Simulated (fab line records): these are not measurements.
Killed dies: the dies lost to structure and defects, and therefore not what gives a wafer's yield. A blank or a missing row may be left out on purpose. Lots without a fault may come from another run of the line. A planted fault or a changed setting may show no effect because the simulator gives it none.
A single fault, viewed from 2 desks -- flow gf180mcu -- each desk holds nothing but its own numbers, with what lay behind them at the end

== FROM THE METROLOGY DESK ==
Lot by lot, what the gauges showed, no matter which tool ran the lot: averages of those sampled wafers that carry a number. A lot is out of limits, marked OUT, if its mean lies more than 4 standard deviations from the usual mean; the brackets give that distance.
Columns: A = VT_IMPLANT_TW at GF_VT_IMPLANT_TW_MEAS_10, usual 568; B = VT_IMPLANT_03_OVL at GF_VT_IMPLANT_OVL_MEAS_40, usual 0.4 nm; C = VT_IMPLANT_4_TW at GF_VT_IMPLANT_TW_MEAS_43, usual 697
lot,first seen here,A,B,C
L853,day 5 17:29,564,-1.0,696
L854,day 5 23:20,576,-0.4,702
L856,day 6 15:53,573,-1.3,698
L857,day 7 00:45,575,-2.0,702
L860,day 7 12:44,570,0.7,692
L862,day 8 02:26,566,-0.6,699
L868,day 9 15:50,566,1.1,692
L870,day 10 02:44,569,0.8,702
L871,day 10 09:32,567,0.5,700
L872,day 10 16:05,567,2.0,30 (-99 or more) OUT
L875,day 11 11:17,563,-0.5,694
Per this desk, out of limits: L872; the first was L872, day 13 00:29 (VT_IMPLANT_4_TW at GF_VT_IMPLANT_TW_MEAS_43). Within limits: L853, L854, L856, L857, L860, L862, L868, L870, L871, L875.

== DESK OF THE TOOL OWNER: plasma_asher-02 ==
The tool's own readings at GF_VT_IMPLANT_STRIP_31 (strips in O2/N2): means of the sampled wafers that have a number, for each lot that ran on this tool. A lot is out of limits, marked OUT, if its mean lies more than 4 standard deviations from the usual mean; the brackets give that distance.
Columns: A = drypump_motor_current_A at GF_VT_IMPLANT_STRIP_31, usual 6.1 A; B = heater_power_w at GF_VT_IMPLANT_STRIP_31, usual 338 W; C = o2_flow_sccm at GF_VT_IMPLANT_STRIP_31, usual 2999 sccm; D = oes_product_au at GF_VT_IMPLANT_STRIP_31, usual 0.715 a.u.; E = strip_time_to_endpoint_s at GF_VT_IMPLANT_STRIP_31, usual 12.62 s
lot,first seen here,A,B,C,D,E
L856,day 8 00:08,6.4,379,2997,0.708,12.62
L857,day 8 09:57,6.4,381,3001,0.713,12.64
L868,day 11 04:52,6.2,362,3006,0.716,12.63
L870,day 11 16:29,6.2,358,3002,0.713,12.56
L872,day 12 05:08,6.2,362,2999,0.940 (+50) OUT,-
This desk's finding: out of limits on L872; first on L872, day 12 05:08 (oes_product_au at GF_VT_IMPLANT_STRIP_31). Within limits: L856, L857, L868, L870.

== PUT TOGETHER ==
The tool owner's desk had the chance to raise an alarm at day 12 05:08 on L872.
On L872, the metrology desk was in a position to raise an alarm at day 13 00:29.
Every lot named ran GF_VT_IMPLANT_STRIP_31 on plasma_asher-02.

== WHAT THE SIMULATOR HAD PUT IN ==
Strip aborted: plasma_asher-02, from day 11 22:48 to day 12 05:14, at GF_VT_IMPLANT_STRIP_31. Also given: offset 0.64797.
Lots struck among those shown: L872.
Hours from the fault's start to each desk's first reading out of limits: the tool owner's desk, 6; the metrology desk, 26.
